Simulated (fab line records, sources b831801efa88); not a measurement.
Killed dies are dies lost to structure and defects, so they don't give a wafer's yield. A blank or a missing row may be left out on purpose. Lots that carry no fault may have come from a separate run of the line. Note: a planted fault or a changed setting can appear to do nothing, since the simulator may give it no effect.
Chamber matching | flow sky130 | cmp-02 running SKY_VIA4_CMP_02: 4 sister chambers
The step polishes SiO2. 4 wafers are shown with their chamber, then 9 later ones without.

== WAFERS, EACH WITH ITS CHAMBER ==
wafer  | chamber | motor-current-A (A)
L581.3 | 0       | 12.3
L583.6 | 3       | 14.6
L585.3 | 1       | 13.3
L585.5 | 2       | 12.5

== WAFERS WITHOUT THEIR CHAMBER ==
wafer  | motor-current-A (A)
L586.4 | 14.0
L586.5 | 12.3
L586.6 | 13.3
L590.1 | 14.1
L590.3 | 12.8
L590.6 | 14.2
L591.1 | 13.0
L591.5 | 12.6
L591.6 | 14.4

== EACH ONE'S CHAMBER ==
wafer  | from the rows above          | in truth
L586.4 | can't be placed: 3 or 1      | 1
L586.5 | can't be placed: 0 or 2      | 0
L586.6 | 1                            | 1
L590.1 | can't be placed: 3 or 1      | 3
L590.3 | can't be placed: 2 or 0 or 1 | 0
L590.6 | can't be placed: 3 or 1      | 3
L591.1 | can't be placed: 1 or 2 or 0 | 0
L591.5 | can't be placed: 2 or 0 or 1 | 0
L591.6 | 3                            | 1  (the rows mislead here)
Placed correctly: 1 of 9. Not placeable from these rows: 7 (in 7, the candidates include the true chamber). 1 placed wrongly.
How it was worked out, from the rows above alone: a wafer's distance from a chamber is the root of the sum, over the readings, of the square of ((its reading less the chamber's mean) divided by the reading's scatter). The wafer belongs to the nearest chamber; if the next one is less than 2 further off, it can't be placed. A chamber's mean is the mean of its shown wafers. The scatter: root of mean squared gap, hidden wafer to nearest shown wafer, with one shown wafer a chamber.
